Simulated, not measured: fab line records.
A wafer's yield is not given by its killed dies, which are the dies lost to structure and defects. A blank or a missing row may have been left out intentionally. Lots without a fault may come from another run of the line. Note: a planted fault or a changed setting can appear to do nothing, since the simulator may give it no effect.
Which of the tools did it? -- flow gf180mcu -- 13 lots, 39 wafers sampled, at 4 steps of a route of 602

## WHAT THE GAUGES READ, wafer by wafer
GF_M2_CD_MEAS_14: target cd 280 nm. Usual: cd_nm at 279.9 nm, with a standard deviation of 1.1.
lot,measured,on,cd_nm (nm),flag
L134,day 19 14:49,cd_sem-01,278.5 280.0 279.3,
L135,day 20 03:34,cd_sem-02,279.2 280.0 278.5,
L137,day 20 21:10,cd_sem-01,282.1 280.8 281.4,
L138,day 21 03:04,cd_sem-02,280.4 280.4 281.0,
L139,day 21 11:56,cd_sem-02,279.8 279.7 279.2,
L140,day 22 12:04,cd_sem-01,280.8 280.1 279.8,
L143,day 23 08:06,cd_sem-01,278.9 279.1 278.9,
L144,day 23 21:11,cd_sem-01,280.4 280.5 281.5,
L149,day 24 23:44,cd_sem-02,280.5 280.1 278.7,
L151,day 25 14:33,cd_sem-01,280.8 281.1 280.2,
L152,day 25 21:11,cd_sem-02,279.7 280.3 279.5,
L154,day 26 12:19,cd_sem-01,279.4 278.6 280.6,
L155,day 26 19:20,cd_sem-01,281.2 279.3 279.4,

GF_V2_BOW_MEAS_05. Usual: V2_BOW 97 um, standard deviation 8.9.
lot,measured,on,V2_BOW (um),flag
L134,day 19 16:11,film_metro-03,98 102 97,
L135,day 20 04:57,film_metro-02,88 81 78,
L137,day 20 22:35,film_metro-02,105 94 90,
L138,day 21 04:26,film_metro-01,108 104 99,
L139,day 21 13:19,film_metro-03,104 100 92,
L140,day 22 14:29,film_metro-02,93 86 85,
L143,day 23 09:38,film_metro-02,96 87 93,
L144,day 23 22:34,film_metro-02,114 104 106,
L149,day 25 01:07,film_metro-02,111 104 114,
L151,day 25 15:58,film_metro-01,91 92 83,
L152,day 25 22:34,film_metro-02,84 90 81,
L154,day 26 13:47,film_metro-02,97 95 99,
L155,day 26 20:43,film_metro-01,97 115 98,

GF_V2_RS_MEAS_24: a four-point-probe measurement. Usual: V2_W_RS 0.324 ohm/sq, standard deviation 0.0059.
lot,measured,on,V2_W_RS (ohm/sq),flag
L134,day 20 16:59,film_metro-03,0.315 0.316 0.315,
L135,day 21 05:52,film_metro-02,0.322 0.322 0.323,
L137,day 21 22:50,film_metro-01,0.320 0.324 0.328,
L138,day 22 04:55,film_metro-03,0.321 0.320 0.320,
L139,day 22 14:02,film_metro-02,0.319 0.320 0.319,
L140,day 23 14:20,film_metro-03,0.324 0.332 0.331,
L143,day 24 09:19,film_metro-01,0.314 0.316 0.320,
L144,day 24 21:34,film_metro-02,0.331 0.323 0.324,
L149,day 25 23:53,film_metro-02,0.322 0.315 0.318,
L151,day 26 13:46,film_metro-01,0.334 0.327 0.331,
L152,day 26 20:25,film_metro-01,0.331 0.329 0.328,
L154,day 27 11:33,film_metro-03,0.329 0.324 0.329,
L155,day 27 18:13,film_metro-02,0.335 0.330 0.333,

## EACH LOT AND THE TOOL THAT RAN IT (in order: tool; ch and the chambers of the sampled wafers; start)
lot,GF_V2_ETCH_17
L134,"rie_diel-03 ch 0,2, day 20 16:00"
L135,"rie_diel-03 ch 0,1,3, day 21 05:00"
L137,"rie_diel-03 ch 0,2, day 21 22:00"
L138,"rie_diel-03 ch 0,2,3, day 22 04:00"
L139,"rie_diel-02 ch 1,2,3, day 22 12:00"
L140,"rie_diel-03 ch 0,2,3, day 23 13:00"
L143,"rie_diel-03 ch 0,3, day 24 08:00"
L144,"rie_diel-03 ch 0,1,2, day 24 20:00"
L149,"rie_diel-01 ch 1,2,3, day 25 23:00"
L151,"rie_diel-02 ch 0,1,3, day 26 12:00"
L152,"rie_diel-02 ch 0,2,3, day 26 19:00"
L154,"rie_diel-02 ch 0,3, day 27 10:00"
L155,"rie_diel-01 ch 0,1,3, day 27 17:00"
- GF_V2_ETCH_17: etches SiO2 in C4F8/O2/Ar, stops on TiN, target depth 630 nm.

## WHAT THE TOOLS THEMSELVES READ (means of the sampled wafers that have a number; where no wafer has one, the mark that the record gives instead)
GF_V2_ETCH_17. Usual: bias_w 1200 W, standard deviation 3.3; oes_product_au 0.855 a.u., standard deviation 0.0045.
lot,tool,bias_w (W),oes_product_au (a.u.),flag
L134,rie_diel-03,1200,0.861,
L135,rie_diel-03,1200,0.852,
L137,rie_diel-03,1196,0.850,
L138,rie_diel-03,1199,0.855,
L139,rie_diel-02,1198,0.857,
L140,rie_diel-03,1202,0.858,
L143,rie_diel-03,1336,0.858,OFF
L144,rie_diel-03,1334,0.856,OFF
L149,rie_diel-01,1203,0.854,
L151,rie_diel-02,1198,0.857,
L152,rie_diel-02,1201,0.857,
L154,rie_diel-02,1203,0.850,
L155,rie_diel-01,1197,0.857,

## THE ANSWER, worked out from the rows above alone
Rule: a lot counts as off when the mean over its wafers that have a number is more than 3 standard deviations away from the usual mean. A lot without any number at a reading at which 4 lots or more have one is off too. All remaining lots with rows at the step are treated as sound. First the gauges in route order, then the tools' own readings, where a lot's mean is used as printed above. At the first step where some lot is off, the reading lying furthest off is the one used; lots without a number count as furthest.
Off: L143, L144, at GF_V2_ETCH_17 (bias_w).
A tool fits if, at that step or a process step before it, it ran every lot that is off, and no sound lot after the first of them. One candidate fits, namely rie_diel-03 at GF_V2_ETCH_17. A fault onset in the window from L140 (day 23 13:00, its last sound lot) to L143 (day 24 08:00, its first lot off) fits.
On the lots that are off, the tool's own readings at GF_V2_ETCH_17 differ by more than 5 times the standard deviation of the sound lots' means, which bears it out; bias_w reads 1335 W there versus 1200 W on the sound lots.

## WHAT THE SIMULATOR HAD PUT IN
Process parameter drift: rie_diel-03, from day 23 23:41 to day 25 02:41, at GF_V2_ETCH_17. The setting bias_w was moved by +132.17, starting from 1200. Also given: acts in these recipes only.
Lots struck among those shown: L143, L144. The rule given above showed the same thing.
